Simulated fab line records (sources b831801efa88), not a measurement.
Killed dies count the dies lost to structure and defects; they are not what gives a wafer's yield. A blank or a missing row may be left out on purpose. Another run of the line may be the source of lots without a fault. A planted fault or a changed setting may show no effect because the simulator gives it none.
fab line records	flow sky130
[record] lots = 15	wafers = 42	lastDay = 50
route steps=708 shown METAL4@632 PAD_OPEN@708
lots that met no fault: from a run of the same line without faults
startH: hours from the record's opening day to when the first of the lot's shown wafers began	waitH: hours since the lot's step before	" identical to the entry in the row above	L1.1+2: a row that stands for several wafers	- value missing, or start not given	* or withheld: withheld	< > ~ a bound
route shown NAME@n: a module of which the file shows steps, and the number in the route of the first	usual: mean/standard deviation taken from wafers without a fault	same: alike in all rows	chamber/n: place in a boat	sites: each site's reading	_std_site: standard deviation across them	_edge_site: outer sites' mean less inner sites'	radiusMm: how far each site lies from the wafer's centre	mask NAME#n: copy n	behind: tool/chamber where the wafer was last shaped	hold: why the lot went on hold/how many hours it stayed there/how the hold came to an end	device: which transistor (n, p or np) failed to switch	end of line: the route-end tests of the same wafers	where a step has no rows: the recipe by itself	killed: count of dies lost to structure and defects at first sort (not the wafer's yield)	map: a wafer's dies, x killed, . not, _ none there
set.NAME: the run value of the setting; set.NAME@STEP: its run value at that earlier step	model.NAME: the simulator's own value behind a step, which no gauge read
one table for each step of the route and one row for each wafer, over a sample of lots
services: the hour from which a tool's chamber was out of use, counted from the record's first day as startH (under 0 if before that day), plus the number of hours and why
[[steps]]
[step SKY_METAL4_ETCH_16]
[recipe] chemistry = N2/H2	target = BARC	ionEnergyEv = 200	biasW = 100	pressureMtorr = 30	n2FlowSccm = 100	h2FlowSccm = 200	icpW = 500	stopOn = SiO2	timeS = 88.2	targetDepthA = 600
[usual] drypumpMotorCurrentA = 5.64/0.3	h2FlowSccm = 200.0/0.57	oesProductAu = 0.626/0.0047	runLengthS = 116.4/0.42	throttleValvePct = 13.205/0.0091
lot.wafer	tool	chamber	startH	waitH	drypumpMotorCurrentA	h2FlowSccm	oesProductAu	rfHoursCounterH	runLengthS	throttleValvePct
L160.1	rieMetal-02	1	980.15	0.0	5.99	200.3	0.625	13	117.1	13.215
L160.2	"	0	"	"	5.73	199.7	0.622	20	116.2	13.200
L160.6	"	0	"	"	5.73	200.0	0.626	-	116.2	13.192
L161.3	rieMetal-04	0	984.31	0.0	5.89	199.6	0.631	-	117.0	13.208
L161.5	"	0	"	"	5.91	198.5	0.620	-	116.8	13.206
L161.6	"	1	"	"	5.68	199.9	0.624	-	116.8	13.210
L162.1	rieMetal-02	0	998.93	0.0	5.74	200.3	0.624	21	116.7	13.202
L162.4	"	0	"	"	5.73	200.9	0.625	-	116.4	13.207
L162.6	"	1	"	"	5.99	199.7	0.637	-	116.8	13.212
L164.1	rieMetal-01	1	1007.45	0.0	5.14	199.9	0.628	1	115.8	13.205
L164.3	"	1	"	"	5.13	200.6	0.620	-	116.4	13.203
L164.4	"	0	"	"	5.74	200.7	0.621	-	115.9	13.214
L165.1	rieMetal-01	0	1017.80	0.0	5.71	200.2	0.628	15	116.2	13.201
L165.2	"	1	"	"	5.13	199.2	0.628	2	116.4	13.189
L165.4	"	0	"	"	5.74	200.4	0.615	-	116.2	13.209
L167.1	rieMetal-01	0	1029.65	0.0	5.74	200.6	0.636	16	115.9	13.193
L167.2	"	1	"	"	5.14	200.0	0.633	2	116.0	13.219
L167.5	"	0	"	"	5.73	199.5	0.623	-	116.2	13.203
L168.2	rieMetal-01	0	1037.65	0.0	5.73	200.2	0.626	17	116.0	13.205
L168.5	"	0	"	"	5.74	199.8	0.622	-	116.2	13.208
L168.6	"	1	"	"	5.16	200.3	0.620	-	115.8	13.202
L169.1	rieMetal-04	0	1043.45	0.0	5.87	199.2	0.628	17	116.8	13.204
L169.4	"	1	"	"	5.70	199.8	0.625	-	116.4	13.195
L169.5	"	0	"	"	5.88	199.5	0.618	-	116.9	13.213
L170.1	rieMetal-01	1	1045.82	0.1	5.14	199.4	0.635	3	115.9	13.207
L170.4	"	1	"	"	5.16	200.1	0.625	-	116.3	13.202
L170.6	"	1	"	"	5.17	199.5	0.627	-	115.9	13.205
L171.2	rieMetal-01	0	1055.63	0.0	5.75	199.4	0.635	17	116.1	13.210
L171.5	"	1	"	"	5.17	199.3	0.620	-	116.7	13.198
L171.6	"	0	"	"	5.75	199.8	0.625	-	116.0	13.209
L172.1	rieMetal-01	0	1059.64	0.0	5.76	199.4	0.625	18	116.4	13.193
L172.3	"	0	"	"	5.75	198.5	0.622	-	116.2	13.209
L172.6	"	1	"	"	5.17	200.0	0.628	-	116.0	13.212
L174.1	rieMetal-01	0	1075.30	0.0	5.73	200.2	0.613	19	115.9	13.197
L174.4	"	1	"	"	5.17	199.6	0.625	-	116.1	13.215
L174.5	"	0	"	"	5.74	200.5	0.633	-	115.9	13.215
L179.1	rieMetal-02	0	1102.20	0.0	5.72	199.6	0.646	2	112.7	13.190
L179.4	"	0	"	"	5.72	199.7	0.642	-	112.6	13.209
L181.1	rieMetal-02	0	1112.50	0.0	5.71	200.6	0.648	3	113.1	13.196
L181.3	"	1	"	"	5.98	199.9	0.624	-	116.7	13.191
L183.3	rieMetal-02	0	1122.73	0.0	5.73	199.2	0.621	-	116.4	13.194
L183.4	"	1	"	"	6.01	200.3	0.647	-	113.7	13.194
[step SKY_PAD_OPEN_PROBE_99]
[usual] defectLimitedYield = 81.9/1.9	killed_at_M0_to_M3 = 45/7.3	killed_at_M4_up = 3.2/1.8	killedAtContacts = 25/5.5	killedAtFrontEnd = 15/4.2	killedAtOther = 0.3/0.69	killedDies = 89/9.4	killedOpen = 49/6.6	killedShort = 40/6.4	sort_bin_3_pad_short = 0.9/0.43	sort_bin_5_function = 10.7/1.5	sort_bin_6_memory = 6.5/1.2	sortNPass = 403/9.4	sortYieldPct = 81.9/1.9
[same] grossDies = 492	killedAtBackSide = 0	sort_bin_4_leakage[%] = 0	sort_bin_8_speed[%] = 0
lot.wafer	tool	chamber	startH	waitH	defectLimitedYield[%]	killed_at_M0_to_M3	killed_at_M4_up	killedAtContacts	killedAtFrontEnd	killedAtOther	killedDies	killedOpen	killedShort	sort_bin_3_pad_short[%]	sort_bin_5_function[%]	sort_bin_6_memory[%]	sortNPass	sortYieldPct[%]
L160.1	prober-01	-	1076.02	0.1	80.9	51	3	22	18	0	94	59	35	0.6	9.6	8.9	398	80.9
L160.2	prober-01	-	1076.07	0.1	85.2	31	4	24	14	0	73	41	32	2.0	7.3	5.5	419	85.2
L160.6	prober-01	-	1076.27	0.2	83.7	43	4	21	12	0	80	48	32	0.4	8.9	6.9	412	83.7
L161.3	prober-01	-	1081.07	0.2	81.5	45	4	27	15	0	91	43	47	1.6	10.6	6.3	401	81.5
L161.5	prober-01	-	1081.17	0.2	77.6	60	3	29	18	0	110	58	51	1.2	13.4	7.7	382	77.6
L161.6	prober-01	-	1081.22	0.2	82.3	39	2	25	21	0	87	45	41	1.0	11.6	5.1	405	82.3
L162.1	prober-02	-	1092.02	0.1	81.3	52	1	25	14	0	92	51	41	0.4	11.4	6.9	400	81.3
L162.4	prober-02	-	1092.17	0.2	81.1	48	2	28	15	0	93	54	39	1.2	10.6	7.1	399	81.1
L162.6	prober-02	-	1092.27	0.2	78.7	54	5	30	16	0	105	55	50	2.0	10.8	8.5	387	78.7
L164.1	prober-02	-	1100.66	0.1	82.7	52	1	20	12	0	85	46	38	0.6	11.4	5.3	407	82.7
L164.3	prober-02	-	1100.76	0.2	82.9	36	5	29	14	0	84	42	42	0.4	10.0	6.7	408	82.9
L164.4	prober-02	-	1100.81	0.2	83.7	31	3	30	16	0	80	39	41	0.6	9.1	6.5	412	83.7
L165.1	prober-02	-	1108.92	0.1	83.5	44	6	22	9	0	81	44	37	1.4	9.3	5.7	411	83.5
L165.2	prober-02	-	1108.97	0.1	83.3	40	1	20	19	2	82	44	37	1.0	10.2	5.5	410	83.3
L165.4	prober-02	-	1109.07	0.2	84.6	48	0	16	11	1	76	32	43	1.6	8.7	5.1	416	84.6
L167.1	prober-01	-	1120.16	0.1	81.3	49	3	19	20	1	92	50	40	0.8	12.4	5.5	400	81.3
L167.2	prober-01	-	1120.21	0.1	82.5	50	3	15	17	1	86	48	38	1.0	11.0	5.5	406	82.5
L167.5	prober-01	-	1120.36	0.2	82.1	42	5	27	14	0	88	42	45	0.8	11.0	6.1	404	82.1
L168.2	prober-02	-	1128.22	0.1	80.5	43	1	28	23	1	96	59	36	1.2	10.6	7.7	396	80.5
L168.5	prober-02	-	1128.37	0.2	82.5	39	6	26	13	2	86	47	38	1.4	10.4	5.7	406	82.5
L168.6	prober-02	-	1128.42	0.2	76.0	70	0	28	20	0	118	64	54	1.6	12.8	9.6	374	76.0
L169.1	prober-01	-	1130.56	0.1	81.7	51	6	20	13	0	90	47	43	0.8	11.2	6.3	402	81.7
L169.4	prober-01	-	1130.71	0.2	83.9	44	2	18	15	0	79	49	30	0.6	9.1	6.3	413	83.9
L169.5	prober-01	-	1130.76	0.2	82.1	46	5	19	18	0	88	50	38	0.2	10.6	7.1	404	82.1
L170.1	prober-02	-	1132.57	0.1	80.5	47	3	29	16	1	96	57	38	0.8	12.4	6.3	396	80.5
L170.4	prober-02	-	1132.72	0.2	81.3	53	3	21	14	1	92	47	44	0.8	10.2	7.7	400	81.3
L170.6	prober-02	-	1132.82	0.2	80.7	48	3	29	15	0	95	51	43	1.4	11.2	6.7	397	80.7
L171.2	prober-01	-	1144.01	0.1	83.3	39	3	27	11	2	82	47	33	1.8	8.3	6.5	410	83.3
L171.5	prober-01	-	1144.16	0.2	82.1	32	3	28	22	3	88	49	37	0.4	11.6	5.9	404	82.1
L171.6	prober-01	-	1144.21	0.2	78.0	50	5	28	25	0	108	60	48	1.4	14.2	6.3	384	78.0
L172.1	prober-02	-	1145.51	0.1	81.9	48	5	18	17	1	89	35	52	0.8	12.6	4.7	403	81.9
L172.3	prober-02	-	1145.61	0.2	81.5	48	2	30	11	0	91	50	41	1.0	12.2	5.3	401	81.5
L172.6	prober-02	-	1145.76	0.2	79.7	59	1	26	13	1	100	62	38	0.6	12.2	7.5	392	79.7
L174.1	prober-02	-	1159.53	0.1	83.9	39	3	22	15	0	79	38	41	0.8	9.6	5.7	413	83.9
L174.4	prober-02	-	1159.68	0.2	85.2	35	3	22	13	0	73	36	37	1.8	8.1	4.9	419	85.2
L174.5	prober-02	-	1159.73	0.2	82.7	41	2	30	12	0	85	42	42	1.4	9.6	6.3	407	82.7
L179.1	prober-01	-	1181.81	0.1	81.9	55	2	22	10	0	89	48	41	1.2	10.6	6.3	403	81.9
L179.4	prober-01	-	1181.96	0.2	82.9	37	4	25	18	0	84	50	34	1.2	10.0	5.9	408	82.9
L181.1	prober-01	-	1189.58	0.1	79.7	42	5	38	15	0	100	43	57	1.2	12.4	6.7	392	79.7
L181.3	prober-01	-	1189.68	0.2	84.6	39	2	18	16	1	76	50	24	1.0	8.1	6.3	416	84.6
L183.3	prober-01	-	1198.61	0.2	80.3	50	5	21	21	0	97	50	47	0.2	12.0	7.5	395	80.3
L183.4	prober-01	-	1198.66	0.2	80.3	47	5	18	27	0	97	60	37	0.8	9.6	9.3	395	80.3
// killed by level:class
L160.1 VIA1:geometricParticle:open=11 CONTACT:geometricParticle:open=11 POLY_GATE:geometricParticle:short=9 LI_CONTACT:geometricParticle:open=9 VIA3:geometricParticle:open=8 METAL2:geometricParticle:short=7 VIA2:geometricParticle:open=7 VIA1:geometricParticle:short=5
L160.2 CONTACT:geometricParticle:open=9 VIA2:geometricParticle:open=9 FIELD_ISO:geometricParticle:short=6 LI_CONTACT:geometricParticle:open=6 CONTACT:geometricParticle:short=4 METAL1:geometricParticle:short=4 VIA1:geometricParticle:open=4 FIELD_ISO:geometricParticle:open=3
L160.6 VIA1:geometricParticle:open=10 CONTACT:geometricParticle:open=9 VIA2:geometricParticle:open=9 LI_CONTACT:geometricParticle:open=5 VIA1:geometricParticle:short=5 METAL1:geometricParticle:short=4 VIA2:geometricParticle:short=4 FIELD_ISO:geometricParticle:open=3
L161.3 METAL1:geometricParticle:short=10 VIA1:geometricParticle:open=10 CONTACT:geometricParticle:open=9 VIA2:geometricParticle:short=7 LI_CONTACT:geometricParticle:open=5 CONTACT:geometricParticle:short=5 POLY_GATE:geometricParticle:open=4 LI_CONTACT:geometricParticle:short=4
L161.5 VIA1:geometricParticle:open=14 LI_CONTACT:geometricParticle:open=9 CONTACT:geometricParticle:open=8 METAL3:geometricParticle:short=8 FIELD_ISO:geometricParticle:open=7 METAL2:geometricParticle:short=7 CONTACT:geometricParticle:short=6 VIA1:geometricParticle:short=6
L161.6 CONTACT:geometricParticle:open=12 VIA1:geometricParticle:open=12 FIELD_ISO:geometricParticle:open=7 POLY_GATE:geometricParticle:short=7 LI_CONTACT:geometricParticle:open=5 METAL2:geometricParticle:short=5 LI_CONTACT:geometricParticle:short=4 METAL1:geometricParticle:short=4
L162.1 VIA1:geometricParticle:open=13 VIA3:geometricParticle:open=12 LI_CONTACT:geometricParticle:open=9 METAL2:geometricParticle:short=6 FIELD_ISO:geometricParticle:short=5 LOCAL_INTERCONNECT:geometricParticle:short=5 METAL1:geometricParticle:short=5 VIA1:geometricParticle:short=5
L162.4 CONTACT:geometricParticle:open=13 VIA1:geometricParticle:open=9 VIA1:geometricParticle:short=7 VIA2:geometricParticle:open=7 LI_CONTACT:geometricParticle:open=6 METAL1:geometricParticle:short=6 VIA3:geometricParticle:open=5 FIELD_ISO:geometricParticle:open=4
L162.6 LI_CONTACT:geometricParticle:open=11 VIA1:geometricParticle:open=11 VIA1:geometricParticle:short=9 CONTACT:geometricParticle:open=9 VIA3:geometricParticle:open=9 FIELD_ISO:geometricParticle:short=5 METAL1:geometricParticle:short=5 LI_CONTACT:geometricParticle:short=4
L164.1 VIA2:geometricParticle:open=12 VIA1:geometricParticle:open=11 METAL2:geometricParticle:short=7 VIA1:geometricParticle:short=6 LI_CONTACT:geometricParticle:open=5 CONTACT:geometricParticle:short=5 CONTACT:geometricParticle:open=5 POLY_GATE:geometricParticle:short=4
L164.3 CONTACT:geometricParticle:open=11 LOCAL_INTERCONNECT:geometricParticle:short=7 VIA2:geometricParticle:open=7 VIA1:geometricParticle:open=6 CONTACT:geometricParticle:short=5 VIA2:geometricParticle:short=5 METAL2:geometricParticle:short=4 LI_CONTACT:geometricParticle:open=4
L164.4 CONTACT:geometricParticle:open=8 VIA1:geometricParticle:open=7 LI_CONTACT:geometricParticle:open=6 CONTACT:geometricParticle:short=6 LOCAL_INTERCONNECT:geometricParticle:short=5 VIA3:geometricParticle:open=5 FIELD_ISO:geometricParticle:short=4 POLY_GATE:geometricParticle:short=4
L165.1 CONTACT:geometricParticle:open=12 VIA1:geometricParticle:open=11 METAL2:geometricParticle:short=8 VIA3:geometricParticle:open=8 METAL4:geometricParticle:short=5 VIA1:geometricParticle:short=4 VIA3:geometricParticle:short=4 FIELD_ISO:geometricParticle:short=3
L165.2 CONTACT:geometricParticle:open=8 VIA2:geometricParticle:open=8 VIA1:geometricParticle:open=8 METAL2:geometricParticle:short=7 VIA3:geometricParticle:open=6 FIELD_ISO:geometricParticle:short=5 LI_CONTACT:geometricParticle:open=5 FIELD_ISO:geometricParticle:open=4
L165.4 VIA1:geometricParticle:open=10 METAL1:geometricParticle:short=9 METAL2:geometricParticle:short=8 VIA1:geometricParticle:short=6 VIA3:geometricParticle:open=6 CONTACT:geometricParticle:short=4 CONTACT:geometricParticle:open=4 LI_CONTACT:geometricParticle:open=3
L167.1 VIA1:geometricParticle:open=10 METAL1:geometricParticle:short=9 CONTACT:geometricParticle:short=7 VIA3:geometricParticle:open=7 VIA2:geometricParticle:open=7 FIELD_ISO:geometricParticle:open=5 LI_CONTACT:geometricParticle:open=5 POLY_GATE:geometricParticle:open=5
L167.2 VIA1:geometricParticle:open=11 VIA2:geometricParticle:open=9 VIA3:geometricParticle:open=8 METAL1:geometricParticle:short=7 CONTACT:geometricParticle:open=6 FIELD_ISO:geometricParticle:short=5 FIELD_ISO:geometricParticle:open=4 LI_CONTACT:geometricParticle:short=4
L167.5 CONTACT:geometricParticle:open=13 VIA1:geometricParticle:open=8 FIELD_ISO:geometricParticle:short=6 VIA1:geometricParticle:short=6 LI_CONTACT:geometricParticle:open=5 METAL1:geometricParticle:short=5 METAL2:geometricParticle:short=5 VIA2:geometricParticle:open=5
L168.2 CONTACT:geometricParticle:open=11 VIA1:geometricParticle:open=10 LI_CONTACT:geometricParticle:open=9 VIA2:geometricParticle:open=8 FIELD_ISO:geometricParticle:short=6 POLY_GATE:geometricParticle:open=6 POLY_GATE:geometricParticle:short=5 METAL1:geometricParticle:short=5
L168.5 VIA1:geometricParticle:open=13 LI_CONTACT:geometricParticle:open=12 CONTACT:geometricParticle:short=6 VIA3:geometricParticle:short=5 VIA1:geometricParticle:short=5 VIA2:geometricParticle:open=5 LI_CONTACT:geometricParticle:short=4 METAL4:geometricParticle:short=4
L168.6 CONTACT:geometricParticle:open=13 METAL2:geometricParticle:short=11 VIA1:geometricParticle:open=11 LI_CONTACT:geometricParticle:open=10 VIA3:geometricParticle:open=10 VIA1:geometricParticle:short=9 METAL1:geometricParticle:short=8 VIA2:geometricParticle:open=7
L169.1 VIA1:geometricParticle:open=10 VIA1:geometricParticle:short=9 VIA3:geometricParticle:open=8 CONTACT:geometricParticle:open=8 METAL2:geometricParticle:short=7 LI_CONTACT:geometricParticle:open=6 METAL4:geometricParticle:short=6 FIELD_ISO:geometricParticle:open=5
L169.4 VIA2:geometricParticle:open=14 VIA1:geometricParticle:open=8 CONTACT:geometricParticle:open=7 VIA2:geometricParticle:short=6 VIA3:geometricParticle:open=6 LI_CONTACT:geometricParticle:open=5 FIELD_ISO:geometricParticle:open=3 FIELD_ISO:geometricParticle:short=3
L169.5 VIA1:geometricParticle:open=10 CONTACT:geometricParticle:open=10 VIA2:geometricParticle:open=10 FIELD_ISO:geometricParticle:short=7 VIA3:geometricParticle:open=6 METAL2:geometricParticle:short=5 METAL1:geometricParticle:short=5 METAL4:geometricParticle:short=5
L170.1 VIA1:geometricParticle:open=16 CONTACT:geometricParticle:open=13 CONTACT:geometricParticle:short=8 METAL2:geometricParticle:short=8 POLY_GATE:geometricParticle:open=7 LI_CONTACT:geometricParticle:open=5 VIA2:geometricParticle:open=5 POLY_GATE:geometricParticle:short=4
L170.4 VIA1:geometricParticle:open=11 METAL2:geometricParticle:short=10 VIA3:geometricParticle:open=8 VIA2:geometricParticle:open=7 LOCAL_INTERCONNECT:geometricParticle:short=6 CONTACT:geometricParticle:open=6 POLY_GATE:geometricParticle:open=5 FIELD_ISO:geometricParticle:short=4
L170.6 CONTACT:geometricParticle:open=10 VIA1:geometricParticle:open=10 LI_CONTACT:geometricParticle:open=9 VIA3:geometricParticle:open=9 VIA2:geometricParticle:open=7 POLY_GATE:geometricParticle:short=5 VIA3:geometricParticle:short=5 LOCAL_INTERCONNECT:geometricParticle:short=5
L171.2 CONTACT:geometricParticle:open=12 VIA1:geometricParticle:open=9 VIA3:geometricParticle:open=7 METAL2:geometricParticle:short=7 CONTACT:geometricParticle:short=5 LI_CONTACT:geometricParticle:open=5 VIA2:geometricParticle:open=5 FIELD_ISO:geometricParticle:short=4
L171.5 LI_CONTACT:geometricParticle:open=9 CONTACT:geometricParticle:open=9 VIA1:geometricParticle:open=9 FIELD_ISO:geometricParticle:short=6 FIELD_ISO:geometricParticle:open=5 METAL1:geometricParticle:short=5 VIA3:geometricParticle:open=4 POLY_GATE:geometricParticle:short=3
L171.6 VIA1:geometricParticle:open=15 CONTACT:geometricParticle:open=13 VIA2:geometricParticle:open=11 CONTACT:geometricParticle:short=8 METAL2:geometricParticle:short=7 VIA1:geometricParticle:short=6 FIELD_ISO:geometricParticle:short=5 POLY_GATE:geometricParticle:short=4
L172.1 METAL1:geometricParticle:short=10 VIA3:geometricParticle:short=8 VIA3:geometricParticle:open=7 CONTACT:geometricParticle:open=7 LOCAL_INTERCONNECT:geometricParticle:short=6 VIA1:geometricParticle:short=5 SPACER:geometricParticle:short=4 METAL2:geometricParticle:short=4
L172.3 CONTACT:geometricParticle:open=13 VIA1:geometricParticle:open=11 CONTACT:geometricParticle:short=8 VIA2:geometricParticle:open=8 VIA3:geometricParticle:short=6 METAL2:geometricParticle:short=5 LI_CONTACT:geometricParticle:open=4 METAL1:geometricParticle:short=4
L172.6 VIA1:geometricParticle:open=17 LOCAL_INTERCONNECT:geometricParticle:short=7 LI_CONTACT:geometricParticle:open=7 VIA3:geometricParticle:open=7 CONTACT:geometricParticle:open=6 METAL1:geometricParticle:open=5 FIELD_ISO:geometricParticle:open=5 METAL2:geometricParticle:open=5
L174.1 LOCAL_INTERCONNECT:geometricParticle:short=9 VIA1:geometricParticle:open=9 VIA2:geometricParticle:open=8 CONTACT:geometricParticle:open=6 POLY_GATE:geometricParticle:short=5 METAL3:geometricParticle:short=5 LI_CONTACT:geometricParticle:open=4 FIELD_ISO:geometricParticle:short=3
L174.4 VIA2:geometricParticle:open=8 CONTACT:geometricParticle:short=7 VIA1:geometricParticle:open=7 LI_CONTACT:geometricParticle:open=5 METAL2:geometricParticle:short=4 POLY_CUT:geometricParticle:open=4 LOCAL_INTERCONNECT:geometricParticle:short=4 METAL1:geometricParticle:short=4
L174.5 CONTACT:geometricParticle:open=12 LI_CONTACT:geometricParticle:open=7 METAL1:geometricParticle:short=7 VIA1:geometricParticle:open=7 VIA3:geometricParticle:short=6 METAL2:geometricParticle:short=5 VIA2:geometricParticle:open=5 LI_CONTACT:geometricParticle:short=4
L179.1 CONTACT:geometricParticle:open=10 VIA1:geometricParticle:open=10 VIA1:geometricParticle:short=9 METAL2:geometricParticle:short=8 VIA3:geometricParticle:open=7 VIA2:geometricParticle:open=6 LI_CONTACT:geometricParticle:open=5 METAL2:geometricParticle:open=4
L179.4 VIA2:geometricParticle:open=9 CONTACT:geometricParticle:open=8 FIELD_ISO:geometricParticle:open=6 VIA3:geometricParticle:open=6 POLY_GATE:geometricParticle:open=6 VIA1:geometricParticle:short=6 CONTACT:geometricParticle:short=5 METAL2:geometricParticle:short=5
L181.1 LI_CONTACT:geometricParticle:open=11 CONTACT:geometricParticle:open=11 FIELD_ISO:geometricParticle:short=6 LI_CONTACT:geometricParticle:short=6 METAL2:geometricParticle:short=6 VIA3:geometricParticle:short=6 VIA2:geometricParticle:short=5 LOCAL_INTERCONNECT:geometricParticle:short=5
L181.3 VIA1:geometricParticle:open=11 FIELD_ISO:geometricParticle:open=8 CONTACT:geometricParticle:open=7 METAL1:geometricParticle:short=6 VIA3:geometricParticle:open=6 LI_CONTACT:geometricParticle:open=5 VIA2:geometricParticle:open=5 LOCAL_INTERCONNECT:geometricParticle:short=3
L183.3 VIA1:geometricParticle:open=10 LI_CONTACT:geometricParticle:open=8 METAL2:geometricParticle:short=8 CONTACT:geometricParticle:open=7 VIA1:geometricParticle:short=7 VIA2:geometricParticle:open=6 VIA3:geometricParticle:open=5 FIELD_ISO:geometricParticle:open=4
L183.4 VIA1:geometricParticle:open=15 CONTACT:geometricParticle:open=10 VIA3:geometricParticle:open=7 FIELD_ISO:geometricParticle:short=6 POLY_GATE:geometricParticle:open=6 METAL2:geometricParticle:short=6 FIELD_ISO:geometricParticle:open=5 POLY_GATE:geometricParticle:short=5
[[services]]
tool	chamber	startH	hours	kind
rieMetal-01	1	972.12	-	clean
rieMetal-01	1	972.12	18.3	scheduledDown
rieMetal-01	1	972.12	18.3	ventCycle
rieMetal-01	-	1027.03	0.1	repair
rieMetal-04	-	1030.24	0.2	repair
rieMetal-01	0	1041.03	5.6	repair
rieMetal-01	-	1057.35	1.4	pm
rieMetal-02	0	1062.51	-	clean
rieMetal-02	0	1062.51	15.9	scheduledDown
rieMetal-02	0	1062.51	15.9	ventCycle
[[key]]
[firstSign] step = SKY_METAL4_ETCH_16	reading = runLengthS	direction = down	sigmas = 8.1	usual = *	struck = *
[effect] step = SKY_METAL4_ETCH_16	reading = oesProductAu	direction = up	sigmas = 4.2	usual = 0.626	struck = 0.646
metAt SKY_METAL4_ETCH_16
struckLots L179,L181,L183
struckWafers L179.1,L179.4,L181.1,L183.4
onsetBetween 998.93 1102.20
[fault] kind = processParameterDrift	tool = rieMetal-02	chamber = -	onsetH = 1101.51	steps = SKY_METAL4_ETCH_16	channel = timeS	offset = *	shape = step	endH = 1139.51	scope = struckWafersOnly	actsIn = *	stated = *
